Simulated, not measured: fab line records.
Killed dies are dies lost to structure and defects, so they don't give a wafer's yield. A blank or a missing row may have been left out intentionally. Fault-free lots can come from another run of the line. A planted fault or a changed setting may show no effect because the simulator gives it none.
fab line records + flow sky130
record:
- lots: 12
- wafers: 36
- lastDay: 50
route steps=708 shown POLY_CUT@319 SD_N@349 LI_CONTACT@375
lots with no fault: from the same line, run without faults
startH: start of the lot's first displayed wafer, in hours after the record's first day + waitH: hours elapsed since this lot's preceding step + " the same as in the row above + L1.1+2: one row covering several wafers at once + - no value, or no start was given + * or withheld: withheld + < > ~ a bound
route shown NAME@n: names a module that has steps shown in the file, with the first one's number in the route + usual: average and standard deviation across the fault-free wafers + same: alike in all rows + chamber/n: place in a boat + sites: each site's reading + _std_site: the standard deviation of these + _edge_site: the outer-site mean with the inner-site mean subtracted + radiusMm: how far each site lies from the wafer's centre + mask NAME#n: copy n + behind: the most recent tool/chamber to have shaped the wafer + hold: cause of the lot's hold/its duration in hours/its outcome + device: the transistor (n, p or np) that didn't switch + end of line: at the end of the route, the tests of the same wafers + a step with no rows: only its recipe + killed: at the first sort, the dies lost to defects and structure; wafer yield is something else + map: per-die view of a wafer (x killed, . not killed, _ where there is no die)
set.NAME: the setting the step ran with; set.NAME@STEP: the setting that earlier step ran with + model.NAME: the simulator's own value behind a step, which no gauge read
one table for each step of the route and one row for each wafer, over a sample of lots
services: from which hour (startH, from the record's first day; less than 0 if before it) a tool's chamber was out of use, for how many hours, and why
== steps ==
step: SKY_POLY_CUT_STRIP_12
recipe:
- chemistry: O2/N2
- powerW: 1400
- pressureMtorr: 1500
- platenTempC: withheld
- o2FlowSccm: 3000
- n2FlowSccm: 300
- overashFraction: 0.5
usual:
- drypumpMotorCurrentA: 5.3/0.45
- oesProductAu: 0.451/0.0047
- stripTimeToEndpointS: 5.347/0.017
| lot.wafer | tool           | chamber | startH | waitH | drypumpMotorCurrentA | oesProductAu | rfHoursCounterH | stripTimeToEndpointS |
|-----------|----------------|---------|--------|-------|----------------------|--------------|-----------------|----------------------|
| L864.1    | plasmaAsher-01 | 0       | 545.51 | 0.0   | 6.0                  | 0.455        | 85              | 5.341                |
| L864.2    | "              | 1       | "      | "     | 4.9                  | 0.445        | 85              | 5.346                |
| L864.3    | "              | 0       | "      | "     | 6.0                  | 0.445        | -               | 5.342                |
| L865.2    | plasmaAsher-03 | 1       | 552.52 | 0.0   | 4.9                  | 0.459        | 40              | 5.337                |
| L865.3    | "              | 0       | "      | "     | 4.9                  | 0.454        | -               | 5.353                |
| L865.5    | "              | 1       | "      | "     | 4.9                  | 0.452        | -               | 5.360                |
| L869.2    | plasmaAsher-04 | 1       | 623.27 | 0.0   | 5.2                  | 0.452        | 17              | 5.355                |
| L869.4    | "              | 0       | "      | "     | 5.7                  | 0.452        | -               | 5.365                |
| L869.6    | "              | 0       | "      | "     | 5.7                  | 0.452        | -               | 5.345                |
| L868.4    | plasmaAsher-03 | 0       | 627.28 | 0.0   | 4.9                  | 0.453        | -               | 5.330                |
| L868.5    | "              | 1       | "      | "     | 4.9                  | 0.446        | -               | 5.340                |
| L868.6    | "              | 0       | "      | "     | 4.9                  | 0.458        | -               | 5.343                |
| L871.1    | plasmaAsher-04 | 0       | 638.92 | 0.0   | 5.7                  | 0.451        | 19              | 5.330                |
| L871.5    | "              | 0       | "      | "     | 5.7                  | 0.457        | -               | 5.350                |
| L871.6    | "              | 1       | "      | "     | 5.2                  | 0.453        | -               | 5.326                |
| L877.2    | plasmaAsher-04 | 0       | 671.80 | 0.0   | 5.7                  | 0.444        | 22              | 5.337                |
| L877.3    | "              | 0       | "      | "     | 5.7                  | 0.450        | -               | 5.321                |
| L877.6    | "              | 1       | "      | "     | 5.2                  | 0.446        | -               | 5.314                |
| L878.1    | plasmaAsher-01 | 1       | 678.79 | 0.0   | 4.9                  | 0.453        | 98              | 5.331                |
| L878.3    | "              | 0       | "      | "     | 6.0                  | 0.454        | -               | 5.343                |
| L878.4    | "              | 1       | "      | "     | 4.9                  | 0.453        | -               | 5.296                |
| L883.1    | plasmaAsher-03 | 1       | 710.96 | 0.0   | 4.9                  | 0.455        | 56              | 5.363                |
| L883.3    | "              | 0       | "      | "     | 4.9                  | 0.457        | -               | 5.374                |
| L883.4    | "              | 1       | "      | "     | 4.9                  | 0.446        | -               | 5.337                |
| L884.1    | plasmaAsher-03 | 0       | 726.20 | 0.0   | 4.9                  | 0.457        | 57              | 5.363                |
| L884.2    | "              | 1       | "      | "     | 4.9                  | 0.450        | 57              | 5.339                |
| L884.6    | "              | 1       | "      | "     | 4.9                  | 0.452        | -               | 5.368                |
| L885.1    | plasmaAsher-03 | 1       | 732.17 | 0.0   | 4.9                  | 0.446        | 58              | 5.373                |
| L885.3    | "              | 1       | "      | "     | 4.9                  | 0.440        | -               | 5.373                |
| L885.6    | "              | 1       | "      | "     | 4.9                  | 0.453        | -               | 5.359                |
| L886.1    | plasmaAsher-04 | 1       | 736.75 | 0.0   | 5.2                  | 0.454        | 29              | 5.348                |
| L886.4    | "              | 0       | "      | "     | 5.7                  | 0.446        | -               | 5.349                |
| L886.6    | "              | 0       | "      | "     | 5.7                  | 0.451        | -               | 5.369                |
| L887.1    | plasmaAsher-04 | 0       | 745.22 | 0.0   | 5.7                  | 0.453        | 30              | 5.353                |
| L887.2    | "              | 1       | "      | "     | 5.2                  | 0.456        | 30              | 5.334                |
| L887.3    | "              | 0       | "      | "     | 5.7                  | 0.448        | -               | 5.349                |
step: SKY_SD_N_CD_MEAS_07
recipe:
- targetCdNm: 380
usual:
- cdNm: 379.5/2.3
| lot.wafer | tool     | chamber | startH | waitH | cdNm  |
|-----------|----------|---------|--------|-------|-------|
| L864.1    | cdSem-01 | -       | 634.84 | 0.1   | 379.6 |
| L864.2    | "        | -       | "      | "     | 381.4 |
| L864.3    | "        | -       | "      | "     | 382.5 |
| L865.2    | cdSem-01 | -       | 641.00 | 0.1   | 380.9 |
| L865.3    | "        | -       | "      | "     | 379.4 |
| L865.5    | "        | -       | "      | "     | 379.7 |
| L869.2    | cdSem-02 | -       | 708.11 | 0.1   | 381.8 |
| L869.4    | "        | -       | "      | "     | 384.0 |
| L869.6    | "        | -       | "      | "     | 382.5 |
| L868.4    | cdSem-02 | -       | 712.27 | 0.1   | 379.7 |
| L868.5    | "        | -       | "      | "     | 380.6 |
| L868.6    | "        | -       | "      | "     | 380.6 |
| L871.1    | cdSem-02 | -       | 722.99 | 0.1   | 374.8 |
| L871.5    | "        | -       | "      | "     | 376.6 |
| L871.6    | "        | -       | "      | "     | 375.3 |
| L877.2    | cdSem-02 | -       | 754.91 | 0.1   | 380.2 |
| L877.3    | "        | -       | "      | "     | 380.1 |
| L877.6    | "        | -       | "      | "     | 379.5 |
| L878.1    | cdSem-02 | -       | 762.83 | 0.1   | 377.4 |
| L878.3    | "        | -       | "      | "     | 377.4 |
| L878.4    | "        | -       | "      | "     | 376.6 |
| L883.1    | cdSem-01 | -       | 793.13 | 0.1   | 379.6 |
| L883.3    | "        | -       | "      | "     | 378.1 |
| L883.4    | "        | -       | "      | "     | 378.4 |
| L884.1    | cdSem-01 | -       | 807.29 | 0.1   | 377.7 |
| L884.2    | "        | -       | "      | "     | 378.7 |
| L884.6    | "        | -       | "      | "     | 380.4 |
| L885.1    | cdSem-02 | -       | 812.54 | 0.1   | 381.4 |
| L885.3    | "        | -       | "      | "     | 381.4 |
| L885.6    | "        | -       | "      | "     | 382.0 |
| L886.1    | cdSem-02 | -       | 817.88 | 0.1   | 378.9 |
| L886.4    | "        | -       | "      | "     | 378.8 |
| L886.6    | "        | -       | "      | "     | 376.8 |
| L887.1    | cdSem-01 | -       | 824.76 | 0.1   | 379.6 |
| L887.2    | "        | -       | "      | "     | 380.0 |
| L887.3    | "        | -       | "      | "     | 378.7 |
step: SKY_LI_CONTACT_OVL_MEAS_13
usual:
- LI_CONTACT_OVL: 1/5.2
| lot.wafer | tool       | chamber | startH | waitH | LI_CONTACT_OVL[nm] |
|-----------|------------|---------|--------|-------|--------------------|
| L864.1    | overlay-01 | -       | 665.69 | 0.1   | 7                  |
| L864.2    | "          | -       | "      | "     | 9                  |
| L864.3    | "          | -       | "      | "     | 1                  |
| L865.2    | overlay-01 | -       | 670.44 | 0.1   | -1                 |
| L865.3    | "          | -       | "      | "     | 1                  |
| L865.5    | "          | -       | "      | "     | 4                  |
| L869.2    | overlay-02 | -       | 737.34 | 0.1   | -1                 |
| L869.4    | "          | -       | "      | "     | -2                 |
| L869.6    | "          | -       | "      | "     | 6                  |
| L868.4    | overlay-02 | -       | 741.97 | 0.1   | 8                  |
| L868.5    | "          | -       | "      | "     | 6                  |
| L868.6    | "          | -       | "      | "     | 7                  |
| L871.1    | overlay-01 | -       | 752.63 | 0.1   | -4                 |
| L871.5    | "          | -       | "      | "     | -6                 |
| L871.6    | "          | -       | "      | "     | -2                 |
| L877.2    | overlay-02 | -       | 782.79 | 0.1   | -5                 |
| L877.3    | "          | -       | "      | "     | -7                 |
| L877.6    | "          | -       | "      | "     | -5                 |
| L878.1    | overlay-01 | -       | 791.93 | 0.1   | 6                  |
| L878.3    | "          | -       | "      | "     | -10                |
| L878.4    | "          | -       | "      | "     | 10                 |
| L883.1    | overlay-01 | -       | 820.63 | 0.1   | 9                  |
| L883.3    | "          | -       | "      | "     | 6                  |
| L883.4    | "          | -       | "      | "     | 0                  |
| L884.1    | overlay-01 | -       | 835.13 | 0.1   | -2                 |
| L884.2    | "          | -       | "      | "     | -5                 |
| L884.6    | "          | -       | "      | "     | 5                  |
| L885.1    | overlay-02 | -       | 840.54 | 0.1   | -5                 |
| L885.3    | "          | -       | "      | "     | -3                 |
| L885.6    | "          | -       | "      | "     | 7                  |
| L886.1    | overlay-02 | -       | 845.75 | 0.1   | -1                 |
| L886.4    | "          | -       | "      | "     | 4                  |
| L886.6    | "          | -       | "      | "     | 4                  |
| L887.1    | overlay-02 | -       | 852.79 | 0.1   | -3                 |
| L887.2    | "          | -       | "      | "     | -4                 |
| L887.3    | "          | -       | "      | "     | 2                  |
step: SKY_LI_CONTACT_ETCH_15
recipe:
- target: PSG
- chemistry: C4F8/O2/Ar
- stopOn: Si
- taperDeg: 4.15
- maskMaterial: KrF-thick
- sourceW: 1500
- biasW: 1200
- pressureMtorr: 40
- c4f8FlowSccm: withheld
- O2_flow_sccm: 6
- Ar_flow_sccm: 300
- timeS: withheld
- targetDepthA: 6000
usual:
- oesProductAu: 0.837/0.0045
- rfFwdPowerW: 1492/5.3
| lot.wafer | tool       | chamber | startH | waitH | oesProductAu | rfFwdPowerW |
|-----------|------------|---------|--------|-------|--------------|-------------|
| L864.1    | rieDiel-02 | 1       | 665.77 | 0.0   | 0.832        | 1489        |
| L864.2    | "          | 0       | "      | "     | 0.841        | 1500        |
| L864.3    | "          | 3       | "      | "     | 0.834        | 1503        |
| L865.2    | rieDiel-03 | 2       | 670.51 | 0.0   | 0.837        | 1485        |
| L865.3    | "          | 3       | "      | "     | 0.833        | 1491        |
| L865.5    | "          | 1       | "      | "     | 0.845        | 1495        |
| L869.2    | rieDiel-04 | 0       | 737.41 | 0.0   | 0.841        | 1486        |
| L869.4    | "          | 3       | "      | "     | 0.842        | 1500        |
| L869.6    | "          | 2       | "      | "     | 0.844        | 1494        |
| L868.4    | rieDiel-02 | 2       | 742.03 | 0.0   | 0.837        | 1483        |
| L868.5    | "          | 3       | "      | "     | 0.832        | 1488        |
| L868.6    | "          | 0       | "      | "     | 0.837        | 1496        |
| L871.1    | rieDiel-04 | 2       | 752.71 | 0.0   | 0.839        | 1498        |
| L871.5    | "          | 2       | "      | "     | 0.837        | 1492        |
| L871.6    | "          | 1       | "      | "     | 0.837        | 1497        |
| L877.2    | rieDiel-04 | 2       | 782.86 | 0.0   | 0.837        | 1501        |
| L877.3    | "          | 3       | "      | "     | 0.836        | 1726        |
| L877.6    | "          | 2       | "      | "     | 0.840        | 1492        |
| L878.1    | rieDiel-04 | 2       | 792.01 | 0.0   | 0.841        | 1505        |
| L878.3    | "          | 3       | "      | "     | 0.844        | 1732        |
| L878.4    | "          | 1       | "      | "     | 0.836        | 1495        |
| L883.1    | rieDiel-03 | 0       | 820.71 | 0.0   | 0.838        | 1491        |
| L883.3    | "          | 1       | "      | "     | 0.838        | 1488        |
| L883.4    | "          | 3       | "      | "     | 0.838        | 1500        |
| L884.1    | rieDiel-02 | 0       | 835.21 | 0.0   | 0.842        | 1486        |
| L884.2    | "          | 3       | "      | "     | 0.842        | 1490        |
| L884.6    | "          | 3       | "      | "     | 0.836        | 1491        |
| L885.1    | rieDiel-03 | 1       | 840.62 | 0.0   | 0.835        | 1493        |
| L885.3    | "          | 3       | "      | "     | 0.829        | 1487        |
| L885.6    | "          | 0       | "      | "     | 0.843        | 1490        |
| L886.1    | rieDiel-02 | 2       | 845.83 | 0.0   | 0.844        | 1498        |
| L886.4    | "          | 0       | "      | "     | 0.833        | 1500        |
| L886.6    | "          | 1       | "      | "     | 0.844        | 1492        |
| L887.1    | rieDiel-02 | 1       | 852.87 | 0.0   | 0.836        | 1502        |
| L887.2    | "          | 3       | "      | "     | 0.838        | 1493        |
| L887.3    | "          | 0       | "      | "     | 0.850        | 1496        |
step: SKY_LI_CONTACT_STRIP_16
recipe:
- chemistry: O2/N2
- powerW: 1400
- pressureMtorr: 1500
- platenTempC: withheld
- o2FlowSccm: 3000
- n2FlowSccm: 300
- overashFraction: 0.5
usual:
- drypumpMotorCurrentA: 5.3/0.46
- oesProductAu: 0.376/0.0044
- stripTimeToEndpointS: 3.490/0.029
| lot.wafer | tool           | chamber | startH | waitH | drypumpMotorCurrentA | oesProductAu | rfHoursCounterH | stripTimeToEndpointS |
|-----------|----------------|---------|--------|-------|----------------------|--------------|-----------------|----------------------|
| L864.1    | plasmaAsher-01 | 0       | 665.85 | -     | 6.0                  | 0.379        | 97              | 3.530                |
| L864.2    | "              | 1       | "      | "     | 4.9                  | 0.379        | 97              | 3.477                |
| L864.3    | "              | 1       | "      | "     | 5.0                  | 0.371        | -               | 3.495                |
| L865.2    | plasmaAsher-04 | 0       | 670.60 | -     | 5.7                  | 0.375        | 22              | 3.517                |
| L865.3    | "              | 0       | "      | "     | 5.7                  | 0.383        | -               | 3.493                |
| L865.5    | "              | 0       | "      | "     | 5.7                  | 0.376        | -               | 3.526                |
| L869.2    | plasmaAsher-04 | 1       | 737.50 | -     | 5.2                  | 0.379        | 29              | 3.439                |
| L869.4    | "              | 1       | "      | "     | 5.2                  | 0.377        | -               | 3.473                |
| L869.6    | "              | 0       | "      | "     | 5.7                  | 0.374        | -               | 3.481                |
| L868.4    | plasmaAsher-03 | 1       | 742.15 | -     | 4.9                  | 0.370        | -               | 3.477                |
| L868.5    | "              | 0       | "      | "     | 4.9                  | 0.374        | -               | 3.446                |
| L868.6    | "              | 1       | "      | "     | 4.9                  | 0.374        | -               | 3.451                |
| L871.1    | plasmaAsher-04 | 1       | 752.80 | -     | 5.2                  | 0.378        | 31              | 3.490                |
| L871.5    | "              | 0       | "      | "     | 5.7                  | 0.375        | -               | 3.486                |
| L871.6    | "              | 1       | "      | "     | 5.2                  | 0.374        | -               | 3.478                |
| L877.2    | plasmaAsher-01 | 0       | 782.95 | -     | 6.0                  | 0.369        | 5               | 3.496                |
| L877.3    | "              | 1       | "      | "     | 4.9                  | 0.368        | -               | 3.332                |
| L877.6    | "              | 1       | "      | "     | 4.9                  | 0.381        | -               | 3.472                |
| L878.1    | plasmaAsher-04 | 0       | 792.10 | -     | 5.7                  | 0.373        | 36              | 3.448                |
| L878.3    | "              | 0       | "      | "     | 5.7                  | 0.369        | -               | 3.340                |
| L878.4    | "              | 1       | "      | "     | 5.2                  | 0.380        | -               | 3.459                |
| L883.1    | plasmaAsher-03 | 1       | 820.80 | -     | 4.9                  | 0.374        | 68              | 3.442                |
| L883.3    | "              | 0       | "      | "     | 4.9                  | 0.372        | -               | 3.491                |
| L883.4    | "              | 1       | "      | "     | 4.9                  | 0.374        | -               | 3.541                |
| L884.1    | plasmaAsher-01 | 0       | 835.30 | -     | 6.0                  | 0.375        | 10              | 3.480                |
| L884.2    | "              | 1       | "      | "     | 4.9                  | 0.382        | 10              | 3.500                |
| L884.6    | "              | 0       | "      | "     | 6.0                  | 0.381        | -               | 3.543                |
| L885.1    | plasmaAsher-04 | 1       | 840.70 | -     | 5.2                  | 0.386        | 41              | 3.507                |
| L885.3    | "              | 1       | "      | "     | 5.2                  | 0.376        | -               | 3.508                |
| L885.6    | "              | 1       | "      | "     | 5.2                  | 0.376        | -               | 3.467                |
| L886.1    | plasmaAsher-01 | 0       | 845.91 | -     | 6.0                  | 0.380        | 11              | 3.503                |
| L886.4    | "              | 1       | "      | "     | 4.9                  | 0.369        | -               | 3.493                |
| L886.6    | "              | 0       | "      | "     | 6.0                  | 0.370        | -               | 3.492                |
| L887.1    | plasmaAsher-03 | 0       | 852.95 | -     | 4.9                  | 0.379        | 71              | 3.480                |
| L887.2    | "              | 1       | "      | "     | 4.9                  | 0.369        | 71              | 3.513                |
| L887.3    | "              | 0       | "      | "     | 4.9                  | 0.377        | -               | 3.475                |
== services ==
| tool           | chamber | startH | hours | kind      |
|----------------|---------|--------|-------|-----------|
| rieDiel-03     | 3       | 531.18 | 5.5   | repair    |
| rieDiel-04     | 1       | 547.44 | 4.0   | repair    |
| rieDiel-02     | 3       | 557.32 | 4.3   | repair    |
| rieDiel-04     | 0       | 564.07 | 1.4   | repair    |
| rieDiel-03     | -       | 566.23 | 2.8   | pm        |
| rieDiel-02     | 0       | 585.52 | 7.9   | repair    |
| plasmaAsher-04 | -       | 603.16 | 1.8   | repair    |
| rieDiel-04     | 1       | 628.93 | 4.7   | repair    |
| rieDiel-02     | 1       | 633.28 | 4.6   | repair    |
| plasmaAsher-03 | -       | 690.85 | 2.8   | pm        |
| rieDiel-02     | 1       | 693.37 | 4.7   | repair    |
| rieDiel-04     | 0       | 696.21 | 8.8   | repair    |
| rieDiel-03     | -       | 710.56 | 3.5   | repair    |
| plasmaAsher-01 | -       | 733.81 | 9.0   | pm        |
| plasmaAsher-01 | 0       | 733.81 | 9.0   | ventCycle |
| plasmaAsher-01 | 1       | 733.81 | 9.0   | ventCycle |
| plasmaAsher-01 | -       | 734.19 | 2.3   | repair    |
| rieDiel-04     | 2       | 754.72 | 5.6   | repair    |
| plasmaAsher-04 | -       | 778.46 | 1.0   | repair    |
| rieDiel-02     | 0       | 789.76 | 2.6   | repair    |
| rieDiel-02     | 1       | 833.92 | 10.2  | repair    |
| rieDiel-04     | 1       | 844.44 | 16.2  | repair    |
| plasmaAsher-01 | -       | 849.03 | 28.1  | pm        |
| rieDiel-03     | 2       | 851.01 | 8.0   | repair    |
== key ==
firstSign:
- step: SKY_LI_CONTACT_ETCH_15
- reading: rfFwdPowerW
- direction: up
- sigmas: 44
- usual: 1492
- struck: 1729
effect:
- step: SKY_LI_CONTACT_STRIP_16
- reading: stripTimeToEndpointS
- direction: down
- sigmas: 5.3
- usual: *
- struck: *
metAt SKY_LI_CONTACT_ETCH_15
struckLots L877,L878
struckWafers L877.3,L878.3
testerLeftOut L877,L878
notActingAt SKY_POLY_CUT_STRIP_12,SKY_SD_N_CD_MEAS_07,SKY_LI_CONTACT_OVL_MEAS_13
onsetBetween 737.41 782.86
fault:
- kind: processParameterDrift
- tool: rieDiel-04
- chamber: 3
- onsetH: 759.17
- steps: SKY_LI_CONTACT_ETCH_15
- channel: sourceW
- offset: 240
- shape: step
- endH: 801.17
- actsIn: theseRecipesOnly
- stated: 1500
testerLeftOut: of these lots the tester's yield and bins aren't shown, on N5 and GAA mostly nor the transistor test; their killed dies are dies lost to structure and defects alone, not to doping, threshold or leakage, so they don't give the yield
